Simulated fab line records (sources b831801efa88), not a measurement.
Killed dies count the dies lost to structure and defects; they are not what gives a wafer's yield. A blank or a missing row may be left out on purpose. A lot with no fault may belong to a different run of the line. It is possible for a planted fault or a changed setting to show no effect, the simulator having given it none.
Which tool did it?    flow gf180mcu    Sampling: 14 lots, 40 wafers, 5 of 602 route steps

WHAT THE GAUGES SHOWED, per wafer
GF_STI_THK_MEAS_22. Usual: STI_OXIDATION_01_THK typically reads 15.0 nm, with standard deviation 0.35.
lot   measured     on             STI_OXIDATION_01_THK (nm)  flag
L177  day 2 03:05  film metro-02  15.1 15.2 15.4             
L178  day 2 08:08  film metro-02  14.8 14.9 15.1             
L179  day 2 14:29  film metro-01  14.4 14.4 14.2             
L180  day 2 19:40  film metro-03  14.5 14.8 14.7             
L182  day 3 05:20  film metro-03  15.1 14.9 14.9             
L183  day 3 14:20  film metro-02  14.6 14.7 15.0             
L184  day 3 14:40  film metro-02  15.1 15.1 15.2             
L186  day 4 02:25  film metro-03  14.5 14.4 14.4             
L187  day 4 07:32  film metro-01  15.2 15.4 15.4             
L188  day 4 12:32  film metro-01  15.0 15.4 15.3             
L192  day 5 08:30  film metro-03  15.1 15.0                  
L193  day 5 13:08  film metro-01  15.0 15.0 15.2             
L195  day 6 00:35  film metro-01  14.7 14.6                  
L200  day 7 02:10  film metro-01  15.2 15.3 15.0             

GF_VT_IMPLANT_RS_MEAS_49: a four-point-probe measurement. Usual: MVPSD_RS typically reads 1169 ohm/sq, with standard deviation 3.3.
lot   measured      on             MVPSD_RS (ohm/sq)  flag
L177  day 7 11:40   film metro-02  1172 1174 1177     
L178  day 7 18:16   film metro-02  1167 1167 1171     
L179  day 8 03:17   film metro-04  1168 1166 1167     
L180  day 8 10:18   film metro-03  1169 1171 1170     
L182  day 8 22:43   film metro-02  1167 1168 1167     
L183  day 9 09:09   film metro-04  1172 1171 1173     
L184  day 9 11:13   film metro-02  1168 1165 1165     
L186  day 10 02:49  film metro-02  1170 1169 1168     
L187  day 10 09:26  film metro-04  1171 1172 1171     
L188  day 10 18:10  film metro-04  1164 1166 1166     
L192  day 11 17:43  film metro-02  1212 1215          OFF
L193  day 12 00:49  film metro-02  1163 1167 1211     OFF
L195  day 12 14:39  film metro-03  1209 1206          OFF
L200  day 13 23:08  film metro-03  1165 1169 1163     

GF_HV_LDD_CD_MEAS_19: target cd 400 nm. Usual: cd nm reads 400.2 nm (standard deviation 2.2).
lot   measured      on         cd nm (nm)         flag
L177  day 10 17:47  cd sem-01  399.4 402.1 399.3  
L178  day 10 21:58  cd sem-01  397.4 399.5 398.6  
L179  day 11 08:59  cd sem-01  401.0 397.7 398.5  
L180  day 11 17:05  cd sem-01  397.2 398.5 394.8  
L182  day 12 07:01  cd sem-02  400.0 402.3 402.3  
L183  day 12 17:07  cd sem-01  400.9 399.2 400.9  
L184  day 12 19:01  cd sem-02  402.7 402.5 400.8  
L186  day 13 16:43  cd sem-01  396.8 401.1 400.1  
L187  day 14 02:46  cd sem-01  399.5 398.3 398.2  
L188  day 14 10:42  cd sem-01  401.7 401.9 401.3  
L192  day 15 18:05  cd sem-02  398.2 400.0        
L193  day 16 02:48  cd sem-02  399.8 397.3 399.1  
L195  day 16 15:54  cd sem-02  394.8 393.8        
L200  day 18 06:45  cd sem-02  401.4 400.7 401.1  

TOOL THAT RAN EACH LOT (tool first, then ch and the chambers of the sampled wafers, then the start)
lot   GF_MVSD_STRIP_10                      GF_MVPSD_IMPLANT_09
L177  plasma asher-03 ch 0,1, day 4 09:36   implanter-03 ch 0, day 4 23:20
L178  plasma asher-02 ch 0,1, day 4 14:29   implanter-01 ch 0, day 5 04:56
L179  plasma asher-03 ch 0,1, day 4 22:50   implanter-04 ch 0, day 5 12:31
L180  plasma asher-02 ch 0,1, day 5 04:32   implanter-01 ch 0, day 5 18:40
L182  plasma asher-03 ch 1, day 5 13:49     implanter-04 ch 0, day 6 05:22
L183  plasma asher-01 ch 0,1, day 6 00:52   implanter-03 ch 0, day 6 16:08
L184  plasma asher-03 ch 0,1, day 6 01:14   implanter-04 ch 0, day 6 16:31
L186  plasma asher-02 ch 0,1, day 6 15:08   implanter-03 ch 0, day 7 06:29
L187  plasma asher-01 ch 0,1, day 6 19:55   implanter-03 ch 0, day 7 11:22
L188  plasma asher-01 ch 0, day 7 03:23     implanter-03 ch 0, day 7 19:26
L192  plasma asher-03 ch 0,1, day 8 01:26   implanter-03 ch 0, day 8 18:03
L193  plasma asher-01 ch 0,1, day 8 06:52   implanter-03 ch 0, day 8 23:26
L195  plasma asher-01 ch 1, day 8 19:59     implanter-03 ch 0, day 9 13:23
L200  plasma asher-03 ch 0,1, day 10 01:08  implanter-01 ch 0, day 10 19:32
- GF_MVSD_STRIP_10: strips in O2/N2.
- GF_MVPSD_IMPLANT_09

WHAT THE TOOLS THEMSELVES READ (means of the sampled wafers that have a number; where no wafer has one, the mark that the record gives instead)
GF_MVSD_STRIP_10. Usual: drypump motor current A 5.75 A, standard deviation 0.24; heater power w 339 W, standard deviation 34; oes product au 0.723 a.u., standard deviation 0.0047; strip time to endpoint s 36.95 s, standard deviation 0.096.
lot   tool             drypump motor current A (A)  heater power w (W)  oes product au (a.u.)  strip time to endpoint s (s)  flag
L177  plasma asher-03  5.72                         366                 0.726                  36.92                         
L178  plasma asher-02  6.10                         369                 0.721                  36.93                         
L179  plasma asher-03  5.80                         359                 0.723                  37.09                         
L180  plasma asher-02  6.11                         372                 0.723                  36.84                         
L182  plasma asher-03  5.91                         348                 0.724                  36.90                         
L183  plasma asher-01  5.58                         298                 0.722                  36.86                         
L184  plasma asher-03  5.70                         367                 0.729                  36.94                         
L186  plasma asher-02  6.09                         373                 0.721                  36.81                         
L187  plasma asher-01  5.63                         299                 0.722                  36.84                         
L188  plasma asher-01  5.55                         293                 0.718                  37.00                         
L192  plasma asher-03  5.76                         368                 0.728                  36.98                         
L193  plasma asher-01  5.58                         299                 0.721                  36.92                         
L195  plasma asher-01  5.65                         306                 0.720                  37.06                         
L200  plasma asher-03  5.80                         360                 0.720                  36.93                         

GF_MVPSD_IMPLANT_09. Usual: beam on s reads 10.01 s (standard deviation 0.2).
lot   tool          beam on s (s)  flag
L177  implanter-03  10.07          
L178  implanter-01  10.02          
L179  implanter-04  10.12          
L180  implanter-01  10.03          
L182  implanter-04  10.01          
L183  implanter-03  9.99           
L184  implanter-04  9.96           
L186  implanter-03  9.84           
L187  implanter-03  10.09          
L188  implanter-03  9.98           
L192  implanter-03  10.04          
L193  implanter-03  9.92           
L195  implanter-03  10.27          
L200  implanter-01  10.18          

THE ANSWER, worked out from the rows above alone
Rule: lot off if the mean of its wafers having a number is beyond 3 standard deviations from the usual mean. A lot without any number at a reading at which 4 lots or more have one is off too. Where the step has rows for the other lots, those lots are counted as sound. After the gauges, taken in route order, come the tools' own readings; for these a lot's mean is taken, as printed above. At the first step where some lot is off, the reading lying furthest off is the one used; lots without a number count as furthest.
Off: at GF_VT_IMPLANT_RS_MEAS_49 (MVPSD_RS), L192, L193, L195.
If a tool, at a process step before that reading, ran all the lots that are off and no sound lot after the first of them, it fits. Gauges at GF_VT_IMPLANT_RS_MEAS_49: tried the same way as those tools. One fits: GF_MVPSD_IMPLANT_09 on implanter-03. Its last sound lot is L188 (day 7 19:26), its first lot that is off L192 (day 8 18:03): a fault that began between those two fits.

WHAT HAD BEEN PUT IN BY THE SIMULATOR
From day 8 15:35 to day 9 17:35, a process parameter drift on implanter-03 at GF_MVPSD_IMPLANT_09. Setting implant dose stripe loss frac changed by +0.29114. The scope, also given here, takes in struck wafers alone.
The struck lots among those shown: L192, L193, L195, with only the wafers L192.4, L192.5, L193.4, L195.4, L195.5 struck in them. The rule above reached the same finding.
